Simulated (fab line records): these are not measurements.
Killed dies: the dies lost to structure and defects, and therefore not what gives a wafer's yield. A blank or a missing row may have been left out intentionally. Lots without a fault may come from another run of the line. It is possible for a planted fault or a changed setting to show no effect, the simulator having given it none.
2 desks, one fault ; flow sky130 ; numbers are kept per desk, each desk with only its own; the story behind them comes last

FROM THE METROLOGY DESK
Means of the sampled wafers that have a number, per lot and without regard to the tool the lot ran on: this is what the gauges read. A lot is out of limits, marked OUT, if its mean lies more than 4 standard deviations from the usual mean; the brackets give that distance.
Columns: A = SONOS_ONO_CVD_04_THK at SKY_SONOS_ONO_THK_MEAS_05, usual 5.68 nm; B = GATE_OXIDE_TW at SKY_GATE_OXIDE_TW_MEAS_14, usual 224.4; C = LDD_N_TW at SKY_LDD_N_TW_MEAS_17, usual 2567
lot;first seen here;A;B;C
L531;day 12 00:09;5.61;224.7;2550
L533;day 13 00:56;5.69;226.5;2548
L536;day 13 14:17;5.67;226.0;2548
L537;day 13 21:13;5.69;225.9;2600
L539;day 14 03:50;5.60;222.3;2549
L538;day 14 03:52;5.73;226.6;2603
L546;day 16 23:08;5.80;225.4;2901 (+13) OUT
L548;day 17 14:05;5.56;220.8;2896 (+13) OUT
L552;day 18 17:38;5.69;225.9;2550
L553;day 19 04:26;5.61;220.6;2544
L554;day 19 09:19;5.71;225.7;2586
This desk's result: L546, L548 out of limits, first on L546 (LDD_N_TW at SKY_LDD_N_TW_MEAS_17), day 23 17:01. L531, L533, L536, L537, L539, L538, L552, L553, L554: within limits.

FOR THE TOOL OWNER'S DESK: implanter-04
The tool's own readings at SKY_LDD_N_IMPLANT_10, given as means over the sampled wafers that have a number, one for each lot that went through this tool. A lot is out of limits, marked OUT, if its mean lies more than 4 standard deviations from the usual mean; the brackets give that distance.
Columns: A = beam on s at SKY_LDD_N_IMPLANT_10, usual 10.00 s; B = dose ions cm2 at SKY_LDD_N_IMPLANT_10, usual 7.497e+13; C = faraday current uA at SKY_LDD_N_IMPLANT_10, usual 423
lot;first seen here;A;B;C
L531;day 18 08:39;9.87;7.497e+13;428
L533;day 19 07:15;9.95;7.498e+13;425
L536;day 20 00:22;9.83;7.495e+13;431
L546;day 23 16:01;40.53 (+99 or more) OUT;3.968e+14 (+99 or more) OUT;552 (+14) OUT
L548;day 24 06:13;41.23 (+99 or more) OUT;3.967e+14 (+99 or more) OUT;544 (+13) OUT
This desk's finding: out of limits on L546, L548; first on L546, day 23 16:01 (beam on s at SKY_LDD_N_IMPLANT_10). L531, L533, L536: within limits.

BROUGHT TOGETHER
At day 23 16:01, on L546, L548, the tool owner's desk was in a position to raise an alarm.
Metrology desk: alarm possible at day 23 17:01 on L546, L548.
The lots listed all ran SKY_LDD_N_IMPLANT_10 on implanter-04.

WHAT HAD BEEN PUT IN BY THE SIMULATOR
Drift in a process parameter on implanter-04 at SKY_LDD_N_IMPLANT_10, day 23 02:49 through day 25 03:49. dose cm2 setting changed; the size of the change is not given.
Struck lots among those shown: L546, L548.
Fault start to first reading out of limits, in hours, per desk: tool owner, 13; metrology, 14.
